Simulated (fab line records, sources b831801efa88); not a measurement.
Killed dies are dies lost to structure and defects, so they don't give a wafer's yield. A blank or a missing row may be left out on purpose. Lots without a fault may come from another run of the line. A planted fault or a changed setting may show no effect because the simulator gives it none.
Problem report in the 8D (eight disciplines) form, filled by code | flow gf180mcu | the parts of the form that need people (team, actions taken, sign-off) are left out

1. THE PROBLEM
cd_nm at GF_M2_CD_MEAS_14 reads a mean of 255.7 nm on 6 wafers of 2 lots; wafers without a fault read 280.4 nm with a standard deviation of 1.1. That is -22 standard deviations from the usual mean.
The step: target cd 280 nm.
First seen on wafer L156.1, day 24 16:58, on cd_sem-01. The record holds 42 wafers of 14 lots with a number at this step. Rule for "out", or "out of limits": more than 4 standard deviations from the usual mean. The other wafers with a number count as sound.

2. WHAT IT IS AND WHAT IT IS NOT
question                    | is                     | is not
which readings at this step | cd_nm                  | -
which lots                  | L156, L157             | L141, L142, L144, L146, L147, L149, L150, L151, L152, L153, L155, L164
which wafers of those lots  | all that have a number | -
read on which gauges        | cd_sem-01, cd_sem-02   | -
when                        | from day 24 16:58      | up to then (33 sound wafers); but 3 sound wafers of L164 came after

3. SUSPECTS, AND WHAT RULES EACH OUT
Counting: a tool at a process step up to the reading stays a suspect if it ran every lot that is out and no sound lot after the first of them.
- the gauge at GF_M2_CD_MEAS_14: ruled out. The wafers that are out were read on 2 gauges (cd_sem-01, cd_sem-02).
- krf_scanner-02 at GF_M2_EXPOSE_11 (exposes mask Metal2, target cd 280 nm): kept. It ran every lot that is out, first L156 (day 24 06:26), and no sound lot after that; its last sound lot up to then is L153 (day 23 10:20).
Left after counting: krf_scanner-02 at GF_M2_EXPOSE_11.

4. THE CAUSE (what the simulator had put in)
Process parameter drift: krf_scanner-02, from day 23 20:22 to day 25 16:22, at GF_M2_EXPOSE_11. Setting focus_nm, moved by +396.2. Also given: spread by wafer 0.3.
Counting left only this tool.

5. THE CHAIN OF EFFECTS, in route order
Each row: a reading whose mean over the struck wafers that have a number lies more than 3 standard deviations from the usual. Only readings for which the record gives a usual standard deviation are gone through. hours: the time from each lot's start at the first step in this table that gives one to its start at this step, as a median over the lots. sigmas: the change in usual standard deviations.
hours | step             | reading | usual    | on struck wafers | change | sigmas
0     | GF_M2_CD_MEAS_14 | cd_nm   | 280.4 nm | 255.7            | -24.7  | -22
Later measuring or inspecting steps at which every struck wafer that the step has a row for has a number for every such reading, and none has moved that far: GF_V2_THK_MEAS_01.

6. WHAT WOULD HAVE CAUGHT IT SOONER
In this record the first reading out of limits at a measuring or inspecting step was taken at day 24 16:58, 21 hours after the fault began at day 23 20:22.
All the lots that are out (2) had begun GF_M2_EXPOSE_11 on krf_scanner-02 by day 24 16:58. A hold on the tool at that time would have spared none of them.
